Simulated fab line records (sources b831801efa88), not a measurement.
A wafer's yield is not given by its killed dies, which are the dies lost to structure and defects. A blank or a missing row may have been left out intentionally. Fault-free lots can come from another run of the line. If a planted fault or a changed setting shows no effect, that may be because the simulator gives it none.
fab line records + flow sfq_line
record
- lots=15
- wafers=45
- last_day=92
route steps=325 shown M2@99 M4@149 I4@173 M6@252
lots that met no fault: taken from a fault-free run of the same line
start_h: start of the lot's first displayed wafer, in hours after the record's first day + wait_h: hours since the lot's step before + " the same as in the row above + L1.1+2: several wafers, shown together as one row + - value missing, or start not given + * or withheld: withheld + < > ~ a bound
route shown NAME@n: a module of which the file shows steps, and the number in the route of the first + usual: the fault-free wafers' mean and standard deviation + same: alike in all rows + chamber/n: place in a boat + sites: the reading at each site + _std_site: how widely they spread, as a standard deviation + _edge_site: outer sites' mean less inner sites' + radius_mm: how far each site lies from the wafer's centre + mask NAME#n: copy n + behind: the last tool/chamber to shape the wafer + hold: why the lot went on hold/how many hours it stayed there/how the hold came to an end + device: which transistor (n, p or np) failed to switch + end of line: at the end of the route, the tests of the same wafers + where a step has no rows: the recipe by itself + killed: the dies lost at the first sort to structure and to defects; this is not the yield of the wafer + map: shows each die of a wafer: x if killed, . if not, _ if none is there
set.NAME: the setting the step ran with; set.NAME@STEP: the setting that earlier step ran with + model.NAME: the simulator's own value behind a step, which no gauge read
steps of the route over a sample of lots; a table a step, a row a wafer
services: from which hour (start_h, from the record's first day; less than 0 if before it) a tool's chamber was out of use, for how many hours, and why
## steps
# step SFQ_TRILAYER_M2_BARC_OPEN_METAL_ETCH_077
# recipe
- mask_material=PR
- chemistry=O2
- target_depth_nm=125
- target=BARC
- icp_w=600
- bias_w=80
- pressure_mtorr=10
- time_s=41.7
# usual
- drypump_motor_current_A=6.09/0.3
- oes_product_au=0.685/0.0049
- rf_fwd_power_W=594.8/2.4
# same
- time_s=41.7
| lot.wafer | tool         | chamber | start_h | wait_h | drypump_motor_current_A | oes_product_au | rf_fwd_power_W | rf_hours_counter_h |
|-----------|--------------|---------|---------|--------|-------------------------|----------------|----------------|--------------------|
| L958.1    | rie_metal-02 | 0       | 851.05  | 0.0    | 6.24                    | 0.683          | 597.3          | 5                  |
| L958.3    | "            | 1       | "       | "      | 5.87                    | 0.680          | 597.5          | -                  |
| L958.6    | "            | 0       | "       | "      | 6.25                    | 0.689          | 595.1          | -                  |
| L959.2    | rie_metal-02 | 1       | 854.65  | 0.0    | 5.92                    | 0.692          | 595.7          | 103                |
| L959.3    | "            | 0       | "       | "      | 6.25                    | 0.683          | 597.0          | -                  |
| L959.4    | "            | 1       | "       | "      | 5.90                    | 0.694          | 594.8          | -                  |
| L960.2    | rie_metal-03 | 1       | 855.85  | 0.0    | 5.73                    | 0.685          | 593.3          | 116                |
| L960.3    | "            | 1       | "       | "      | 5.70                    | 0.687          | 593.4          | -                  |
| L960.5    | "            | 1       | "       | "      | 5.74                    | 0.684          | 593.9          | -                  |
| L963.1    | rie_metal-02 | 1       | 891.85  | 0.0    | 5.92                    | 0.684          | 598.9          | 112                |
| L963.2    | "            | 0       | "       | "      | 6.27                    | 0.677          | 595.2          | 6                  |
| L963.6    | "            | 1       | "       | "      | 5.91                    | 0.679          | 597.4          | -                  |
| L965.1    | rie_metal-03 | 0       | 918.37  | 0.0    | 6.58                    | 0.689          | 592.4          | 138                |
| L965.2    | "            | 1       | "       | "      | 5.73                    | 0.687          | 595.6          | 125                |
| L965.3    | "            | 0       | "       | "      | 6.57                    | 0.686          | 595.8          | -                  |
| L966.1    | rie_metal-02 | 1       | 923.67  | 0.0    | 5.88                    | 0.680          | 596.1          | 117                |
| L966.3    | "            | 0       | "       | "      | 6.23                    | 0.679          | 595.0          | -                  |
| L966.4    | "            | 1       | "       | "      | 5.90                    | 0.690          | 597.7          | -                  |
| L969.2    | rie_metal-02 | 0       | 933.27  | 0.0    | 6.27                    | 0.689          | 692.8          | 11                 |
| L969.3    | "            | 0       | "       | "      | 6.24                    | 0.685          | 693.3          | -                  |
| L969.6    | "            | 1       | "       | "      | 5.89                    | 0.686          | 594.7          | -                  |
| L972.1    | rie_metal-02 | 1       | 936.87  | 0.0    | 5.88                    | 0.687          | 595.2          | 118                |
| L972.3    | "            | 0       | "       | "      | 6.23                    | 0.688          | 690.8          | -                  |
| L972.5    | "            | 0       | "       | "      | 6.24                    | 0.687          | 690.7          | -                  |
| L973.3    | rie_metal-03 | 0       | 939.29  | 0.0    | 6.63                    | 0.683          | 595.3          | -                  |
| L973.5    | "            | 0       | "       | "      | 6.58                    | 0.682          | 595.0          | -                  |
| L973.6    | "            | 1       | "       | "      | 5.74                    | 0.693          | 590.8          | -                  |
| L975.1    | rie_metal-01 | 0       | 944.07  | 0.0    | 5.98                    | 0.681          | 591.6          | 86                 |
| L975.3    | "            | 0       | "       | "      | 6.00                    | 0.676          | 589.7          | -                  |
| L975.6    | "            | 1       | "       | "      | 6.10                    | 0.680          | 592.1          | -                  |
| L976.1    | rie_metal-02 | 0       | 945.27  | 0.0    | 6.21                    | 0.673          | 693.3          | 12                 |
| L976.3    | "            | 0       | "       | "      | 6.26                    | 0.686          | 692.5          | -                  |
| L976.5    | "            | 0       | "       | "      | 6.23                    | 0.690          | 692.4          | -                  |
| L977.1    | rie_metal-01 | 0       | 947.67  | 0.0    | 5.95                    | 0.689          | 590.5          | 86                 |
| L977.4    | "            | 1       | "       | "      | 6.09                    | 0.684          | 593.4          | -                  |
| L977.5    | "            | 1       | "       | "      | 6.09                    | 0.692          | 588.8          | -                  |
| L979.2    | rie_metal-03 | 1       | 951.27  | 0.0    | 5.71                    | 0.680          | 594.2          | 129                |
| L979.3    | "            | 1       | "       | "      | 5.71                    | 0.688          | 594.3          | -                  |
| L979.4    | "            | 0       | "       | "      | 6.58                    | 0.687          | 591.2          | -                  |
| L980.1    | rie_metal-01 | 1       | 952.47  | 0.0    | 6.08                    | 0.690          | 589.9          | 50                 |
| L980.3    | "            | 1       | "       | "      | 6.09                    | 0.686          | 588.4          | -                  |
| L980.4    | "            | 0       | "       | "      | 5.92                    | 0.688          | 594.6          | -                  |
| L981.2    | rie_metal-01 | 0       | 957.27  | 0.0    | 5.95                    | 0.685          | 593.9          | 87                 |
| L981.5    | "            | 1       | "       | "      | 6.09                    | 0.679          | 590.9          | -                  |
| L981.6    | "            | 0       | "       | "      | 5.99                    | 0.686          | 590.8          | -                  |
# step SFQ_TRILAYER_M4_DEP_SPUTTER_091
# recipe
- material=Nb
- base_pressure_pa=1.33e-06
- chamber_pressure_pa=0.1333
- substrate_temp_c=20
- resputter_cathode_voltage_v=400
- target_thk_nm=200
- power_w=2000
- time_s=133.3
# usual
- throttle_valve_pct=29.8/0.73
# same
- time_s=133.3
| lot.wafer | tool           | chamber | start_h | wait_h | throttle_valve_pct |
|-----------|----------------|---------|---------|--------|--------------------|
| L958.1    | pvd_sputter-05 | -       | 1040.25 | 0.0    | 29.6               |
| L958.3    | "              | -       | "       | "      | 28.6               |
| L958.6    | "              | -       | "       | "      | 29.9               |
| L959.2    | pvd_sputter-04 | -       | 1048.61 | 0.0    | 31.2               |
| L959.3    | "              | -       | "       | "      | 29.1               |
| L959.4    | "              | -       | "       | "      | 30.5               |
| L960.2    | pvd_sputter-05 | -       | 1049.63 | 0.0    | 30.3               |
| L960.3    | "              | -       | "       | "      | 29.5               |
| L960.5    | "              | -       | "       | "      | 28.6               |
| L963.1    | pvd_sputter-04 | -       | 1204.99 | 0.0    | 31.1               |
| L963.2    | "              | -       | "       | "      | 30.6               |
| L963.6    | "              | -       | "       | "      | 29.1               |
| L965.1    | pvd_sputter-05 | -       | 1318.52 | 0.0    | 29.3               |
| L965.2    | "              | -       | "       | "      | 28.5               |
| L965.3    | "              | -       | "       | "      | 30.2               |
| L966.1    | pvd_sputter-05 | -       | 1328.12 | 0.0    | 30.3               |
| L966.3    | "              | -       | "       | "      | 29.9               |
| L966.4    | "              | -       | "       | "      | 28.7               |
| L969.2    | pvd_sputter-04 | -       | 1340.12 | 0.0    | 29.1               |
| L969.3    | "              | -       | "       | "      | 31.3               |
| L969.6    | "              | -       | "       | "      | 29.3               |
| L972.1    | pvd_sputter-05 | -       | 1347.32 | 0.0    | 28.6               |
| L972.3    | "              | -       | "       | "      | 29.7               |
| L972.5    | "              | -       | "       | "      | 29.5               |
| L973.3    | pvd_sputter-04 | -       | 1348.52 | 0.0    | 30.3               |
| L973.5    | "              | -       | "       | "      | 29.3               |
| L973.6    | "              | -       | "       | "      | 31.5               |
| L975.1    | pvd_sputter-05 | -       | 1352.12 | 0.0    | 28.7               |
| L975.3    | "              | -       | "       | "      | 30.3               |
| L975.6    | "              | -       | "       | "      | 29.7               |
| L976.1    | pvd_sputter-06 | -       | 1355.73 | 0.0    | 29.3               |
| L976.3    | "              | -       | "       | "      | 30.1               |
| L976.5    | "              | -       | "       | "      | 29.6               |
| L977.1    | pvd_sputter-05 | -       | 1359.32 | 0.0    | 29.1               |
| L977.4    | "              | -       | "       | "      | 28.8               |
| L977.5    | "              | -       | "       | "      | 29.6               |
| L979.2    | pvd_sputter-04 | -       | 1367.85 | 0.0    | 29.6               |
| L979.3    | "              | -       | "       | "      | 31.4               |
| L979.4    | "              | -       | "       | "      | 30.6               |
| L980.1    | pvd_sputter-05 | -       | 1370.42 | 0.0    | 29.3               |
| L980.3    | "              | -       | "       | "      | 28.9               |
| L980.4    | "              | -       | "       | "      | 29.8               |
| L981.2    | pvd_sputter-06 | -       | 1373.85 | 0.0    | 30.1               |
| L981.5    | "              | -       | "       | "      | 29.6               |
| L981.6    | "              | -       | "       | "      | 30.0               |
# step SFQ_I4_OVL_MEAS_928
# usual
- I4_OVL=-3/5.5
| lot.wafer | tool       | chamber | start_h | wait_h | I4_OVL[nm] |
|-----------|------------|---------|---------|--------|------------|
| L958.1    | overlay-01 | -       | 1193.19 | 0.1    | -4         |
| L958.3    | "          | -       | "       | "      | -6         |
| L958.6    | "          | -       | "       | "      | -3         |
| L959.2    | overlay-02 | -       | 1195.60 | 0.1    | 3          |
| L959.3    | "          | -       | "       | "      | 6          |
| L959.4    | "          | -       | "       | "      | 7          |
| L960.2    | overlay-02 | -       | 1305.54 | 0.1    | 1          |
| L960.3    | "          | -       | "       | "      | -4         |
| L960.5    | "          | -       | "       | "      | -4         |
| L963.1    | overlay-02 | -       | 1333.13 | 0.1    | -2         |
| L963.2    | "          | -       | "       | "      | -3         |
| L963.6    | "          | -       | "       | "      | 1          |
| L965.1    | overlay-01 | -       | 1455.94 | 0.1    | -6         |
| L965.2    | "          | -       | "       | "      | -5         |
| L965.3    | "          | -       | "       | "      | -4         |
| L966.1    | overlay-02 | -       | 1467.12 | 0.1    | 0          |
| L966.3    | "          | -       | "       | "      | -1         |
| L966.4    | "          | -       | "       | "      | -9         |
| L969.2    | overlay-02 | -       | 1482.70 | 0.1    | 0          |
| L969.3    | "          | -       | "       | "      | 0          |
| L969.6    | "          | -       | "       | "      | -2         |
| L972.1    | overlay-02 | -       | 1486.30 | 0.1    | -5         |
| L972.3    | "          | -       | "       | "      | 0          |
| L972.5    | "          | -       | "       | "      | -4         |
| L973.3    | overlay-02 | -       | 1488.71 | 0.1    | -6         |
| L973.5    | "          | -       | "       | "      | -11        |
| L973.6    | "          | -       | "       | "      | -13        |
| L975.1    | overlay-02 | -       | 1494.70 | 0.1    | -6         |
| L975.3    | "          | -       | "       | "      | -6         |
| L975.6    | "          | -       | "       | "      | -6         |
| L976.1    | overlay-02 | -       | 1499.50 | 0.1    | -2         |
| L976.3    | "          | -       | "       | "      | -3         |
| L976.5    | "          | -       | "       | "      | -2         |
| L977.1    | overlay-02 | -       | 1504.30 | 0.1    | -5         |
| L977.4    | "          | -       | "       | "      | -10        |
| L977.5    | "          | -       | "       | "      | -12        |
| L979.2    | overlay-02 | -       | 1509.10 | 0.1    | 7          |
| L979.3    | "          | -       | "       | "      | 4          |
| L979.4    | "          | -       | "       | "      | 9          |
| L980.1    | overlay-02 | -       | 1513.23 | 0.1    | -9         |
| L980.3    | "          | -       | "       | "      | -6         |
| L980.4    | "          | -       | "       | "      | -17        |
| L981.2    | overlay-02 | -       | 1520.44 | 0.1    | 1          |
| L981.5    | "          | -       | "       | "      | 1          |
| L981.6    | "          | -       | "       | "      | 11         |
# step SFQ_TRILAYER_M6_DEP_SPUTTER_157
# recipe
- material=Nb
- base_pressure_pa=1.33e-06
- chamber_pressure_pa=0.1333
- substrate_temp_c=20
- target_thk_nm=200
- power_w=2000
- time_s=133.3
# usual
- throttle_valve_pct=29.9/0.76
# same
- time_s=133.3
| lot.wafer | tool           | chamber | start_h | wait_h | throttle_valve_pct |
|-----------|----------------|---------|---------|--------|--------------------|
| L958.1    | pvd_sputter-04 | -       | 1563.63 | 0.0    | 30.3               |
| L958.3    | "              | -       | "       | "      | 29.3               |
| L958.6    | "              | -       | "       | "      | 30.7               |
| L959.2    | pvd_sputter-03 | -       | 1572.83 | 0.0    | 30.6               |
| L959.3    | "              | -       | "       | "      | 30.1               |
| L959.4    | "              | -       | "       | "      | 28.9               |
| L960.2    | pvd_sputter-03 | -       | 1594.03 | 0.0    | 29.7               |
| L960.3    | "              | -       | "       | "      | 29.9               |
| L960.5    | "              | -       | "       | "      | 29.8               |
| L963.1    | pvd_sputter-06 | -       | 1709.39 | 0.0    | 29.9               |
| L963.2    | "              | -       | "       | "      | 28.5               |
| L963.6    | "              | -       | "       | "      | 29.6               |
| L965.1    | pvd_sputter-03 | -       | 1711.78 | 0.0    | 29.9               |
| L965.2    | "              | -       | "       | "      | 29.8               |
| L965.3    | "              | -       | "       | "      | 29.1               |
| L966.1    | pvd_sputter-06 | -       | 1712.98 | 0.0    | 29.8               |
| L966.3    | "              | -       | "       | "      | 29.3               |
| L966.4    | "              | -       | "       | "      | 29.9               |
| L969.2    | pvd_sputter-06 | -       | 1725.58 | 0.0    | 30.0               |
| L969.3    | "              | -       | "       | "      | 29.6               |
| L969.6    | "              | -       | "       | "      | 30.1               |
| L972.1    | pvd_sputter-06 | -       | 1732.78 | 0.0    | 29.2               |
| L972.3    | "              | -       | "       | "      | 29.4               |
| L972.5    | "              | -       | "       | "      | 29.2               |
| L973.3    | pvd_sputter-04 | -       | 1917.90 | 0.0    | 30.4               |
| L973.5    | "              | -       | "       | "      | 30.7               |
| L973.6    | "              | -       | "       | "      | 30.5               |
| L975.1    | pvd_sputter-04 | -       | 1926.30 | 0.0    | 30.6               |
| L975.3    | "              | -       | "       | "      | 29.5               |
| L975.6    | "              | -       | "       | "      | 30.9               |
| L976.1    | pvd_sputter-03 | -       | 1928.82 | 0.0    | 29.3               |
| L976.3    | "              | -       | "       | "      | 30.7               |
| L976.5    | "              | -       | "       | "      | 29.2               |
| L977.1    | pvd_sputter-04 | -       | 1954.64 | 0.0    | 30.6               |
| L977.4    | "              | -       | "       | "      | 30.4               |
| L977.5    | "              | -       | "       | "      | 31.3               |
| L979.2    | pvd_sputter-04 | -       | 1965.80 | 0.0    | 31.1               |
| L979.3    | "              | -       | "       | "      | 30.4               |
| L979.4    | "              | -       | "       | "      | 30.5               |
| L980.1    | pvd_sputter-06 | -       | 1967.00 | 0.0    | 29.3               |
| L980.3    | "              | -       | "       | "      | 28.3               |
| L980.4    | "              | -       | "       | "      | 29.5               |
| L981.2    | pvd_sputter-03 | -       | 1968.20 | 0.0    | 29.9               |
| L981.5    | "              | -       | "       | "      | 30.0               |
| L981.6    | "              | -       | "       | "      | 28.9               |
## services
| tool           | chamber | start_h | hours | kind   |
|----------------|---------|---------|-------|--------|
| rie_metal-02   | -       | 856.69  | 1.8   | repair |
| rie_metal-02   | 0       | 857.51  | 29.8  | repair |
| pvd_sputter-04 | -       | 866.66  | 3.9   | repair |
| pvd_sputter-05 | -       | 878.87  | 7.2   | repair |
| pvd_sputter-04 | -       | 903.23  | 7.7   | repair |
| rie_metal-02   | 0       | 904.56  | 2.7   | repair |
| pvd_sputter-06 | -       | 955.87  | 4.4   | repair |
| rie_metal-02   | -       | 965.48  | 1.0   | repair |
| pvd_sputter-05 | -       | 980.56  | 0.8   | repair |
| pvd_sputter-05 | -       | 1121.14 | 3.8   | repair |
| pvd_sputter-04 | -       | 1138.19 | 2.5   | repair |
| pvd_sputter-04 | -       | 1189.09 | 1.5   | repair |
| pvd_sputter-04 | -       | 1294.94 | 0.5   | repair |
| pvd_sputter-05 | -       | 1361.73 | 1.2   | repair |
| pvd_sputter-05 | -       | 1366.05 | 3.1   | repair |
| pvd_sputter-04 | -       | 1559.65 | 1.4   | repair |
| pvd_sputter-04 | -       | 1637.84 | 1.3   | repair |
| pvd_sputter-04 | -       | 1644.94 | 3.8   | repair |
| pvd_sputter-04 | -       | 1657.27 | 10.8  | repair |
| pvd_sputter-04 | -       | 1671.14 | 5.7   | repair |
| pvd_sputter-04 | -       | 1751.18 | 1.9   | repair |
| pvd_sputter-04 | -       | 1767.53 | 1.4   | repair |
| pvd_sputter-04 | -       | 1798.39 | 2.7   | repair |
| pvd_sputter-05 | -       | 1932.50 | 2.4   | repair |
## key
first_sign
- step=SFQ_TRILAYER_M2_BARC_OPEN_METAL_ETCH_077
- reading=rf_fwd_power_W
- direction=up
- sigmas=40
- usual=594.8
- struck=692.2
effect none on later readings
met_at SFQ_TRILAYER_M2_BARC_OPEN_METAL_ETCH_077
struck_lots L969,L972,L976
struck_wafers L969.2,L969.3,L972.3,L972.5,L976.1,L976.3,L976.5
not_acting_at SFQ_TRILAYER_M4_DEP_SPUTTER_091,SFQ_I4_OVL_MEAS_928,SFQ_TRILAYER_M6_DEP_SPUTTER_157
onset_between 923.67 933.27
fault
- kind=process_parameter_drift
- tool=rie_metal-02
- chamber=0
- onset_h=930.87
- steps=SFQ_TRILAYER_M2_BARC_OPEN_METAL_ETCH_077
- channel=icp_w
- offset=96
- shape=step
- end_h=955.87
- acts_in=these_recipes_only
- stated=600
